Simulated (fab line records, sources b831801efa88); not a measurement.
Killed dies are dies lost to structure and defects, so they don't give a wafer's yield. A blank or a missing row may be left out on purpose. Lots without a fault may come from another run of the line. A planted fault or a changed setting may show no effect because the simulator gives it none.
One fault seen from 2 desks | flow sky130 | each desk has only its own numbers; what lay behind them comes last

THE TOOL OWNER'S DESK: lpcvd-01
The tool's own readings at SKY_POLY_GATE_CVD_00 (deposits poly-Si, target thk 180 nm, time 720 s): means of the sampled wafers that have a number, for each lot that ran on this tool. A lot is out of limits, marked OUT, if its mean lies more than 4 standard deviations from the usual mean; the brackets give that distance.
Columns: A = spike_tc_centre_C at SKY_POLY_GATE_CVD_00, usual 620.8 C; B = spike_tc_upper_C at SKY_POLY_GATE_CVD_00, usual 620.9 C; C = zone_power_centre_pct at SKY_POLY_GATE_CVD_00, usual 8.6 %; D = zone_power_lower_pct at SKY_POLY_GATE_CVD_00, usual 8.7 %
lot  | first seen here | A               | B     | C              | D
L669 | day 13 14:37    | 620.6           | 620.2 | 8.1            | 8.2
L670 | day 13 21:02    | 620.7           | 621.1 | 9.1            | 9.2
L671 | day 14 20:29    | 620.4           | 620.8 | 7.9            | 8.2
L673 | day 16 20:20    | 620.7           | 621.8 | 9.0            | 9.2
L674 | day 16 21:52    | 619.8           | 620.7 | 8.0            | 8.1
L675 | day 17 09:30    | 621.2           | 621.2 | 9.0            | 9.2
L676 | day 17 13:56    | 620.8           | 621.4 | 9.1            | 9.2
L681 | day 19 02:17    | 620.4           | 621.4 | 9.1            | 9.2
L685 | day 20 04:28    | 597.7 (-24) OUT | 623.2 | 4.6 (-7.5) OUT | 9.9
L683 | day 20 06:00    | 597.8 (-24) OUT | 624.3 | 5.2 (-6.4) OUT | 11.1 (+4.7) OUT
L684 | day 20 06:00    | 598.4 (-23) OUT | 624.3 | 4.6 (-7.5) OUT | 10.0
This desk's finding: out of limits on L683, L684, L685; first on L685, day 20 04:28 (spike_tc_centre_C at SKY_POLY_GATE_CVD_00). In limits: L669, L670, L671, L673, L674, L675, L676, L681.

THE METROLOGY DESK
What the gauges read, lot by lot, whatever tool the lot ran on: means of the sampled wafers that have a number. A lot is out of limits, marked OUT, if its mean lies more than 4 standard deviations from the usual mean; the brackets give that distance.
Columns: A = VT_ADJUST_PCH_TW at SKY_VT_ADJUST_PCH_TW_MEAS_10, usual 142.9; B = SONOS_ONO_CVD_04_THK at SKY_SONOS_ONO_THK_MEAS_05, usual 5.69 nm; C = SONOS_ONO_OVL at SKY_SONOS_ONO_OVL_MEAS_14, usual -0.3 nm; D = POLY_GATE_CVD_00_THK at SKY_POLY_GATE_THK_MEAS_01, usual 181.0 nm
lot  | first seen here | A     | B    | C    | D
L669 | day 10 02:17    | 143.5 | 5.63 | -1.5 | 180.7
L670 | day 10 09:36    | 143.0 | 5.75 | 0.2  | 179.8
L671 | day 11 05:17    | 143.3 | 5.80 | -0.0 | 180.8
L673 | day 13 01:11    | 142.9 | 5.60 | 0.5  | 179.0
L674 | day 13 01:38    | 142.8 | 5.73 | 0.0  | 178.0
L675 | day 13 10:35    | 143.1 | 5.73 | -0.7 | 183.0
L676 | day 13 13:50    | 142.7 | 5.74 | -0.5 | 181.7
L681 | day 14 16:29    | 143.0 | 5.91 | -0.5 | 182.6
L684 | day 15 22:47    | 143.9 | 5.56 | 1.0  | 166.1 (-8.8) OUT
L685 | day 15 23:38    | 143.2 | 5.70 | -1.1 | 145.1 (-21) OUT
L683 | day 16 00:36    | 142.9 | 5.59 | -0.3 | 167.4 (-8.0) OUT
This desk's finding: out of limits on L683, L684, L685; first on L685, day 20 05:40 (POLY_GATE_CVD_00_THK at SKY_POLY_GATE_THK_MEAS_01). In limits: L669, L670, L671, L673, L674, L675, L676, L681.

PUT TOGETHER
The tool owner's desk could have raised an alarm at day 20 04:28, on L683, L684, L685.
The metrology desk could have raised an alarm at day 20 05:40, on L683, L684, L685.
Of the lots named, all ran SKY_POLY_GATE_CVD_00 on lpcvd-01.

WHAT THE SIMULATOR HAD PUT IN
Process parameter drift: lpcvd-01, from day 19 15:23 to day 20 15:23, at SKY_POLY_GATE_CVD_00. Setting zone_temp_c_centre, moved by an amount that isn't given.
Lots struck among those shown: L683, L684, L685.
Hours from the fault's start to each desk's first reading out of limits: the tool owner's desk, 13; the metrology desk, 14.
